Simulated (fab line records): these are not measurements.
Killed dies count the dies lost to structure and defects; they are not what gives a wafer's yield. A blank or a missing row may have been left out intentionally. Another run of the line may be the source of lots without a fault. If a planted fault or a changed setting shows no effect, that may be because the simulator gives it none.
Which tool is to blame? | flow gf180mcu | 10 lots with 30 wafers sampled at 6 steps, on a route of 602 steps

## WHAT EACH GAUGE READ, for each wafer
GF_PSD_TW_MEAS_11.
lot  | measured     | on            | PSD_TW
L208 | day 14 19:49 | film-metro-01 | 3173 3165 3169
L209 | day 15 04:53 | film-metro-04 | 3207 3191 3203
L212 | day 16 15:46 | film-metro-01 | 3154 3158 3176
L213 | day 16 23:32 | film-metro-03 | 3188 3187 3161
L214 | day 17 17:04 | film-metro-03 | 3149 3175 3163
L217 | day 18 08:13 | film-metro-01 | 3169 3190 3171
L219 | day 18 16:31 | film-metro-03 | 3164 3163 3170
L227 | day 21 09:58 | film-metro-03 | 2813 2800 2817
L229 | day 22 08:07 | film-metro-04 | 2786 2792 2797
L230 | day 22 15:02 | film-metro-04 | 3190 3182 3187

GF_PSD_RS_MEAS_15: uses a four-point probe to measure.
lot  | measured     | on            | PSD_RS (ohm/sq)
L208 | day 14 20:08 | film-metro-04 | 108.4 108.2 108.5
L209 | day 15 05:11 | film-metro-01 | 108.4 108.6 108.9
L212 | day 16 16:04 | film-metro-01 | 109.2 109.1 108.8
L213 | day 16 23:50 | film-metro-03 | 108.9 108.6 108.6
L214 | day 17 17:23 | film-metro-04 | 108.3 108.3 108.4
L217 | day 18 08:32 | film-metro-04 | 108.8 108.5 109.1
L219 | day 18 16:52 | film-metro-03 | 108.1 108.3 108.2
L227 | day 21 10:17 | film-metro-04 | 149.2 148.9 148.8
L229 | day 22 08:26 | film-metro-04 | 148.7 149.2 148.4
L230 | day 22 15:22 | film-metro-03 | 108.2 108.5 108.5

## WHICH TOOL RAN EACH LOT (tool, then ch and the chambers of the sampled wafers, then the start)
lot  | GF_HV_LDD_STRIP_37                   | GF_HV_LDD_ETCHBACK_58              | GF_PSD_IMPLANT_09               | GF_PSD_STRIP_10
L208 | plasma-asher-02 ch 0,1, day 12 02:14 | rie-diel-01 ch 1,3, day 13 01:58   | implanter-01 ch 0, day 14 19:34 | plasma-asher-01 ch 0,1, day 14 19:43
L209 | plasma-asher-01 ch 0, day 12 11:26   | rie-diel-04 ch 1,3, day 13 10:20   | implanter-01 ch 0, day 15 04:38 | plasma-asher-01 ch 0,1, day 15 04:47
L212 | plasma-asher-02 ch 0,1, day 13 19:38 | rie-diel-01 ch 1,2,3, day 14 19:17 | implanter-03 ch 0, day 16 15:31 | plasma-asher-04 ch 0,1, day 16 15:40
L213 | plasma-asher-02 ch 0,1, day 14 01:35 | rie-diel-04 ch 0,1,3, day 15 02:06 | implanter-01 ch 0, day 16 23:17 | plasma-asher-04 ch 0,1, day 16 23:26
L214 | plasma-asher-02 ch 0,1, day 14 16:29 | rie-diel-04 ch 0,2,3, day 15 18:28 | implanter-01 ch 0, day 17 16:49 | plasma-asher-02 ch 0,1, day 17 16:58
L217 | plasma-asher-03 ch 1, day 15 07:28   | rie-diel-01 ch 2,3, day 16 08:29   | implanter-01 ch 0, day 18 07:59 | plasma-asher-02 ch 0,1, day 18 08:07
L219 | plasma-asher-02 ch 0,1, day 15 15:53 | rie-diel-04 ch 0,1,2, day 16 16:59 | implanter-03 ch 0, day 18 16:16 | plasma-asher-04 ch 0, day 18 16:25
L227 | plasma-asher-02 ch 0,1, day 18 06:01 | rie-diel-01 ch 0,1, day 19 08:47   | implanter-03 ch 0, day 21 09:43 | plasma-asher-01 ch 0,1, day 21 09:52
L229 | plasma-asher-01 ch 0,1, day 19 02:23 | rie-diel-04 ch 0,1,2, day 20 06:41 | implanter-03 ch 0, day 22 07:52 | plasma-asher-02 ch 0,1, day 22 08:01
L230 | plasma-asher-03 ch 0,1, day 19 10:34 | rie-diel-04 ch 0,1, day 20 14:26   | implanter-01 ch 0, day 22 14:48 | plasma-asher-02 ch 0,1, day 22 14:56
- GF_HV_LDD_STRIP_37: strips in O2/N2.
- GF_HV_LDD_ETCHBACK_58: etches Si3N4 in CH3F/O2, stops on SiO2, time 100 s, target depth 90 nm.
- GF_PSD_IMPLANT_09
- GF_PSD_STRIP_10: strips in O2/N2.

## AS READ BY THE TOOLS THEMSELVES (means over the sampled wafers that have a number; for cases with no such wafer, the mark the record gives instead)
GF_HV_LDD_STRIP_37.
lot  | tool            | drypump-motor-current-A (A) | heater-power-w (W) | oes-product-au (a.u.) | strip-time-to-endpoint-s (s)
L208 | plasma-asher-02 | 6.0                         | 297                | 0.719                 | 12.69
L209 | plasma-asher-01 | 5.3                         | 330                | 0.715                 | 12.71
L212 | plasma-asher-02 | 6.0                         | 293                | 0.718                 | 12.67
L213 | plasma-asher-02 | 6.3                         | 285                | 0.711                 | 12.66
L214 | plasma-asher-02 | 6.0                         | 295                | 0.716                 | 12.69
L217 | plasma-asher-03 | 5.6                         | 367                | 0.714                 | 12.62
L219 | plasma-asher-02 | 6.3                         | 286                | 0.717                 | 12.63
L227 | plasma-asher-02 | 6.0                         | 296                | 0.717                 | 12.63
L229 | plasma-asher-01 | 6.0                         | 358                | 0.715                 | 12.64
L230 | plasma-asher-03 | 6.0                         | 343                | 0.715                 | 12.65

GF_HV_LDD_ETCHBACK_58.
lot  | tool        | O2_flow_sccm (sccm) | ch3f-flow-sccm (sccm) | drypump-motor-current-A (A) | oes-product-au (a.u.) | throttle-valve-pct (%)
L208 | rie-diel-01 | 29.96               | 40.12                 | 5.5                         | 0.844                 | 10.563
L209 | rie-diel-04 | 30.00               | 39.98                 | 5.4                         | 0.838                 | 10.563
L212 | rie-diel-01 | 29.93               | 40.08                 | 5.6                         | 0.840                 | 10.560
L213 | rie-diel-04 | 30.08               | 39.98                 | 5.7                         | 0.841                 | 10.569
L214 | rie-diel-04 | 29.98               | 40.00                 | 6.2                         | 0.851                 | 10.559
L217 | rie-diel-01 | 30.07               | 39.99                 | 5.8                         | 0.837                 | 10.561
L219 | rie-diel-04 | 30.03               | 40.00                 | 6.1                         | 0.841                 | 10.561
L227 | rie-diel-01 | 30.02               | 39.99                 | 5.5                         | 0.842                 | 10.552
L229 | rie-diel-04 | 29.86               | 40.01                 | 6.1                         | 0.844                 | 10.559
L230 | rie-diel-04 | 30.01               | 39.99                 | 6.1                         | 0.835                 | 10.551

GF_PSD_IMPLANT_09.
lot  | tool         | dose-ions-cm2 | end-station-pressure-torr (Torr) | faraday-current-uA
L208 | implanter-01 | 1.5015e+15    | 1.26e-05                         | 8369
L209 | implanter-01 | 1.4989e+15    | 1.16e-05                         | 8273
L212 | implanter-03 | 1.4986e+15    | 1.20e-05                         | 8322
L213 | implanter-01 | 1.4977e+15    | 1.20e-05                         | 8140
L214 | implanter-01 | 1.4984e+15    | 1.17e-05                         | 8255
L217 | implanter-01 | 1.4993e+15    | 1.14e-05                         | 8398
L219 | implanter-03 | 1.5008e+15    | 1.18e-05                         | 8271
L227 | implanter-03 | 8.4987e+14    | 8.20e-06                         | 4691
L229 | implanter-03 | 8.4703e+14    | 8.73e-06                         | 4744
L230 | implanter-01 | 1.5002e+15    | 1.13e-05                         | 8258

GF_PSD_STRIP_10.
lot  | tool            | drypump-motor-current-A (A) | heater-power-w (W) | oes-product-au (a.u.) | strip-time-to-endpoint-s (s)
L208 | plasma-asher-01 | 5.7                         | 345                | 0.593                 | 16.53
L209 | plasma-asher-01 | 5.7                         | 344                | 0.588                 | 16.51
L212 | plasma-asher-04 | 6.1                         | 338                | 0.591                 | 16.55
L213 | plasma-asher-04 | 6.0                         | 334                | 0.587                 | 16.51
L214 | plasma-asher-02 | 6.0                         | 304                | 0.593                 | 16.55
L217 | plasma-asher-02 | 6.3                         | 288                | 0.594                 | 16.49
L219 | plasma-asher-04 | 5.7                         | 354                | 0.593                 | 16.52
L227 | plasma-asher-01 | 6.1                         | 357                | 0.634                 | 14.78
L229 | plasma-asher-02 | 6.0                         | 300                | 0.634                 | 14.88
L230 | plasma-asher-02 | 6.3                         | 293                | 0.593                 | 16.53

## THE ANSWER, worked out from the rows above alone
Rule: usual is defined by the lots themselves. Put in order of their means at a reading, lots are off if they are a third of the lots or fewer, leave a main group of 4 or more, and stand apart from it by a gap of 3 or more times the standard deviation of the main group's means; of several such gaps the widest counts. A main group is skipped when, at the precision printed for the reading in the tables above, its means are all equal. A lot without any number at a reading at which 4 lots or more have one is off too. Where the step has rows for the other lots, those lots are counted as sound. First the gauges in route order, then the tools' own readings, where a lot's mean is used as printed above. The first step at which some lot is off is used, and at that step the reading that is off furthest; a lot without a number counts as furthest.
Off: L227, L229, at GF_PSD_TW_MEAS_11 (PSD_TW). Main group: mean 3175, sd 12.
A tool fits if, at a process step before that reading, it ran every lot that is off, and no sound lot after the first of them. Not tried: the gauges at GF_PSD_TW_MEAS_11; whatever is off there is also off at GF_PSD_IMPLANT_09, on other tools, and gauge error can't account for it. One fits: implanter-03 at GF_PSD_IMPLANT_09. A fault onset in the window from L219 (day 18 16:16, its last sound lot) to L227 (day 21 09:43, its first lot off) fits.
The tool's own readings at GF_PSD_IMPLANT_09 bear it out: on the lots that are off they differ by more than 5 times the standard deviation of the sound lots' means. dose-ions-cm2 reads 8.4845e+14 there against 1.4994e+15 on the sound lots; end-station-pressure-torr reads 8.46e-06 Torr there against 1.18e-05 Torr on the sound lots; faraday-current-uA reads 4718 there against 8286 on the sound lots.

## WHAT WAS PUT IN BY THE SIMULATOR
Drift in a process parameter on implanter-03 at GF_PSD_IMPLANT_09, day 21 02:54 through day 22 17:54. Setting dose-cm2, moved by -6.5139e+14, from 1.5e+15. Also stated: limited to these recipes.
Shown lots that were struck: L227, L229. The same result came from the rule above.
